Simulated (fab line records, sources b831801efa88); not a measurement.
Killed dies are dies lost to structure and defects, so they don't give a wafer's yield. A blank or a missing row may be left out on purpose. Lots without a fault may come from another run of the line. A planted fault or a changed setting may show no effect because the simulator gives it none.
Chamber matching | flow sky130 | SKY_CONTACT_CMP_04 on cmp-02: 4 sister chambers
The step polishes SiO2. 7 wafers are shown with their chamber, then 7 later ones without.

WAFERS WITH THEIR CHAMBER
wafer  | chamber | motor_current_A (A) | time_to_endpoint_s (s)
L517.2 | 2       | 11.2                | 88
L517.6 | 3       | 12.2                | 85
L519.4 | 0       | 11.5                | 77
L519.5 | 1       | 12.8                | 82
L519.6 | 0       | 12.0                | 77
L523.2 | 3       | 12.2                | 76
L523.3 | 1       | 12.8                | 79

WAFERS WITHOUT THEIR CHAMBER
wafer  | motor_current_A (A) | time_to_endpoint_s (s)
L523.5 | 11.8                | 80
L525.1 | 12.6                | 88
L525.3 | 13.1                | 80
L525.5 | 12.9                | 83
L532.1 | 11.8                | 85
L532.3 | 12.8                | 87
L532.6 | 11.8                | 86

WHICH CHAMBER EACH WENT THROUGH
wafer  | from the rows above          | in truth
L523.5 | can't be placed: 0 or 3      | 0
L525.1 | can't be placed: 1 or 3      | 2
L525.3 | 1                            | 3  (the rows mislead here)
L525.5 | 1                            | 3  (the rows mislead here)
L532.1 | can't be placed: 0 or 3 or 2 | 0
L532.3 | can't be placed: 1 or 3      | 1
L532.6 | can't be placed: 0 or 3 or 2 | 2
Placed correctly: 0 of 7. Can't be placed from these rows: 5 (the true chamber is among the candidates in 4). Placed wrongly: 2.
How it was worked out, from the rows above alone: a wafer's distance from a chamber is the root of the sum, over the readings, of the square of ((its reading less the chamber's mean) divided by the reading's scatter). The wafer belongs to the nearest chamber; if the next one is less than 2 further off, it can't be placed. A chamber's mean is the mean of its shown wafers. The scatter: the root of (the sum of the squares of (reading less its chamber's mean) over the shown wafers, divided by (wafers less chambers)).
